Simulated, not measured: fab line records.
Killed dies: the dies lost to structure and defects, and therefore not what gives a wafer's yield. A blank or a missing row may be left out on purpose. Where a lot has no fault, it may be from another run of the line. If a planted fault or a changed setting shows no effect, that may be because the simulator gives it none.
Which tool did it? + flow gf180mcu + Sampling: 13 lots, 39 wafers, 5 of 602 route steps

## WHAT EACH GAUGE READ, for each wafer
GF_V1_THK_MEAS_01. Usual: V1_CVD_00_THK typically reads 603 nm, with standard deviation 5.7.
| lot  | measured     | on            | V1_CVD_00_THK (nm)      | flag |
|------|--------------|---------------|-------------------------|------|
| L734 | day 16 21:08 | film metro-02 | 603 597 607             |      |
| L736 | day 17 19:16 | film metro-02 | 596 608 602             |      |
| L737 | day 18 15:11 | film metro-01 | 599 599 602             |      |
| L738 | day 18 19:53 | film metro-02 | 604 607 613             |      |
| L739 | day 19 19:26 | film metro-03 | 606 605 605             |      |
| L742 | day 20 04:59 | film metro-03 | 604 603 599             |      |
| L743 | day 20 11:15 | film metro-03 | 603 597 605             |      |
| L744 | day 20 15:36 | film metro-03 | 606 605 603             |      |
| L746 | day 21 15:49 | film metro-01 | 599 599 600             |      |
| L747 | day 21 21:55 | film metro-03 | 600 596 598             |      |
| L748 | day 22 05:25 | film metro-02 | 611 602 616             |      |
| L749 | day 22 14:57 | film metro-02 | 304 300 300 304 300 300 | OFF  |
| L752 | day 23 11:33 | film metro-03 | 320 307 307 320 307 307 | OFF  |

## WHAT TOOL EACH LOT RAN ON (gives the tool, then ch and the chambers of the sampled wafers, and finally the start)
| lot  | GF_CONTACT_ETCH_16                 | GF_CONTACT_SPUTTER_22        | GF_CONTACT_SPUTTER_23        | GF_V1_CVD_00                     |
|------|------------------------------------|------------------------------|------------------------------|----------------------------------|
| L734 | rie diel-04 ch 1,2, day 15 21:05   | pvd sputter-04, day 15 21:34 | pvd sputter-04, day 15 21:37 | hdpcvd-02 ch 1,2, day 16 21:04   |
| L736 | rie diel-01 ch 2,3, day 16 18:11   | pvd sputter-04, day 16 18:40 | pvd sputter-04, day 16 18:43 | hdpcvd-01 ch 0,1,2, day 17 19:11 |
| L737 | rie diel-01 ch 1,2,3, day 17 06:44 | pvd sputter-02, day 17 07:11 | pvd sputter-02, day 17 07:15 | hdpcvd-02 ch 0,1,2, day 18 15:07 |
| L738 | rie diel-03 ch 0,1,2, day 17 18:13 | pvd sputter-02, day 17 18:42 | pvd sputter-02, day 17 18:46 | hdpcvd-01 ch 0,1,2, day 18 19:48 |
| L739 | rie diel-01 ch 1,2, day 18 17:19   | pvd sputter-02, day 18 17:47 | pvd sputter-02, day 18 17:50 | hdpcvd-01 ch 0,1,2, day 19 19:22 |
| L742 | rie diel-03 ch 1,2,3, day 19 03:16 | pvd sputter-03, day 19 03:44 | pvd sputter-03, day 19 03:48 | hdpcvd-02 ch 0,2, day 20 04:55   |
| L743 | rie diel-03 ch 0,2,3, day 19 08:59 | pvd sputter-03, day 19 09:28 | pvd sputter-03, day 19 09:31 | hdpcvd-02 ch 0,2, day 20 11:10   |
| L744 | rie diel-01 ch 1,2, day 19 13:37   | pvd sputter-04, day 19 14:05 | pvd sputter-04, day 19 14:09 | hdpcvd-02 ch 0,2, day 20 15:31   |
| L746 | rie diel-04 ch 2,3, day 20 13:37   | pvd sputter-02, day 20 14:05 | pvd sputter-02, day 20 14:08 | hdpcvd-01 ch 0,1,2, day 21 15:43 |
| L747 | rie diel-01 ch 1,2,3, day 20 20:13 | pvd sputter-03, day 20 20:42 | pvd sputter-03, day 20 20:46 | hdpcvd-01 ch 0,1, day 21 21:51   |
| L748 | rie diel-04 ch 0,1,2, day 21 03:43 | pvd sputter-03, day 21 04:11 | pvd sputter-03, day 21 04:15 | hdpcvd-02 ch 0,1, day 22 05:20   |
| L749 | rie diel-01 ch 0,2,3, day 21 13:49 | pvd sputter-03, day 21 14:17 | pvd sputter-03, day 21 14:20 | hdpcvd-01 ch 0,1, day 22 14:53   |
| L752 | rie diel-03 ch 1,3, day 22 10:52   | pvd sputter-03, day 22 11:22 | pvd sputter-03, day 22 11:25 | hdpcvd-01 ch 0,2, day 23 11:28   |
- GF_CONTACT_ETCH_16: etches BARC in N2/H2.
- GF_CONTACT_SPUTTER_22: material Ti, target thk 15 nm, time 80.02 s.
- GF_CONTACT_SPUTTER_23: material TiN, target thk 10 nm, time 40 s.
- GF_V1_CVD_00: deposits SiO2, target thk 600 nm, time 100 s.

## WHAT THE TOOLS THEMSELVES READ (means of the sampled wafers that have a number; where no wafer has one, the mark that the record gives instead)
GF_CONTACT_ETCH_16. Usual: drypump motor current A 5.6 A, standard deviation 0.52; h2 flow sccm 199.9 sccm, standard deviation 0.59; oes product au 0.855 a.u., standard deviation 0.0046; rf fwd power W 494.4 W, standard deviation 2.4; throttle valve pct 13.226 %, standard deviation 0.0097.
| lot  | tool        | drypump motor current A (A) | h2 flow sccm (sccm) | oes product au (a.u.) | rf fwd power W (W) | throttle valve pct (%) | flag |
|------|-------------|-----------------------------|---------------------|-----------------------|--------------------|------------------------|------|
| L734 | rie diel-04 | 6.2                         | 199.4               | 0.851                 | 498.2              | 13.219                 |      |
| L736 | rie diel-01 | 5.7                         | 199.5               | 0.860                 | 493.4              | 13.228                 |      |
| L737 | rie diel-01 | 5.8                         | 199.8               | 0.859                 | 492.5              | 13.216                 |      |
| L738 | rie diel-03 | 5.2                         | 199.9               | 0.855                 | 495.9              | 13.226                 |      |
| L739 | rie diel-01 | 5.7                         | 199.5               | 0.856                 | 492.0              | 13.227                 |      |
| L742 | rie diel-03 | 5.2                         | 200.0               | 0.856                 | 496.0              | 13.224                 |      |
| L743 | rie diel-03 | 4.9                         | 199.6               | 0.856                 | 494.2              | 13.233                 |      |
| L744 | rie diel-01 | 5.8                         | 200.5               | 0.853                 | 491.9              | 13.231                 |      |
| L746 | rie diel-04 | 6.4                         | 199.6               | 0.851                 | 495.1              | 13.226                 |      |
| L747 | rie diel-01 | 5.7                         | 200.0               | 0.853                 | 491.1              | 13.235                 |      |
| L748 | rie diel-04 | 5.6                         | 200.0               | 0.855                 | 496.2              | 13.224                 |      |
| L749 | rie diel-01 | 5.8                         | 199.9               | 0.856                 | 493.9              | 13.230                 |      |
| L752 | rie diel-03 | 5.0                         | 200.5               | 0.849                 | 493.9              | 13.229                 |      |

GF_CONTACT_SPUTTER_22. Usual: throttle valve pct 29.7 %, standard deviation 0.88.
| lot  | tool           | throttle valve pct (%) | flag |
|------|----------------|------------------------|------|
| L734 | pvd sputter-04 | 30.3                   |      |
| L736 | pvd sputter-04 | 31.0                   |      |
| L737 | pvd sputter-02 | 29.7                   |      |
| L738 | pvd sputter-02 | 29.9                   |      |
| L739 | pvd sputter-02 | 28.9                   |      |
| L742 | pvd sputter-03 | 29.3                   |      |
| L743 | pvd sputter-03 | 29.3                   |      |
| L744 | pvd sputter-04 | 30.6                   |      |
| L746 | pvd sputter-02 | 30.7                   |      |
| L747 | pvd sputter-03 | 29.0                   |      |
| L748 | pvd sputter-03 | 29.6                   |      |
| L749 | pvd sputter-03 | 29.4                   |      |
| L752 | pvd sputter-03 | 29.2                   |      |

GF_CONTACT_SPUTTER_23. Usual: throttle valve pct 29.7 %, standard deviation 0.87.
| lot  | tool           | throttle valve pct (%) | flag |
|------|----------------|------------------------|------|
| L734 | pvd sputter-04 | 30.3                   |      |
| L736 | pvd sputter-04 | 31.1                   |      |
| L737 | pvd sputter-02 | 29.9                   |      |
| L738 | pvd sputter-02 | 29.9                   |      |
| L739 | pvd sputter-02 | 29.0                   |      |
| L742 | pvd sputter-03 | 29.3                   |      |
| L743 | pvd sputter-03 | 29.2                   |      |
| L744 | pvd sputter-04 | 30.6                   |      |
| L746 | pvd sputter-02 | 30.7                   |      |
| L747 | pvd sputter-03 | 29.1                   |      |
| L748 | pvd sputter-03 | 29.6                   |      |
| L749 | pvd sputter-03 | 29.3                   |      |
| L752 | pvd sputter-03 | 29.1                   |      |

GF_V1_CVD_00. Usual: sih4 flow sccm 60.01 sccm, standard deviation 0.17.
| lot  | tool      | sih4 flow sccm (sccm) | flag |
|------|-----------|-----------------------|------|
| L734 | hdpcvd-02 | 59.84                 |      |
| L736 | hdpcvd-01 | 60.17                 |      |
| L737 | hdpcvd-02 | 60.13                 |      |
| L738 | hdpcvd-01 | 60.12                 |      |
| L739 | hdpcvd-01 | 60.12                 |      |
| L742 | hdpcvd-02 | 60.02                 |      |
| L743 | hdpcvd-02 | 59.98                 |      |
| L744 | hdpcvd-02 | 59.85                 |      |
| L746 | hdpcvd-01 | 59.98                 |      |
| L747 | hdpcvd-01 | 59.85                 |      |
| L748 | hdpcvd-02 | 59.98                 |      |
| L749 | hdpcvd-01 | 29.84                 | OFF  |
| L752 | hdpcvd-01 | 30.03                 | OFF  |

## THE ANSWER, worked out from the rows above alone
Rule: a lot is off if the mean of its wafers that have a number lies more than 3 standard deviations from the usual mean. Also off: a lot with no number at a reading for which 4 or more lots have one. The other lots that the step has rows for count as sound. After the gauges, taken in route order, come the tools' own readings; for these a lot's mean is taken, as printed above. The first step at which some lot is off is used, and at that step the reading that is off furthest; a lot without a number counts as furthest.
Off: L749, L752, seen at GF_V1_THK_MEAS_01 (V1_CVD_00_THK).
A tool fits if, at a process step before that reading, it ran every lot that is off, and no sound lot after the first of them. The gauges at GF_V1_THK_MEAS_01 aren't tried: what is off there is off at GF_V1_CVD_00 too, on other tools, and a gauge's error can't cause that. Undecided on this evidence; 2 tools fit (pvd sputter-03 at GF_CONTACT_SPUTTER_22 and GF_CONTACT_SPUTTER_23, hdpcvd-01 at GF_V1_CVD_00).

## WHAT WAS PUT IN BY THE SIMULATOR
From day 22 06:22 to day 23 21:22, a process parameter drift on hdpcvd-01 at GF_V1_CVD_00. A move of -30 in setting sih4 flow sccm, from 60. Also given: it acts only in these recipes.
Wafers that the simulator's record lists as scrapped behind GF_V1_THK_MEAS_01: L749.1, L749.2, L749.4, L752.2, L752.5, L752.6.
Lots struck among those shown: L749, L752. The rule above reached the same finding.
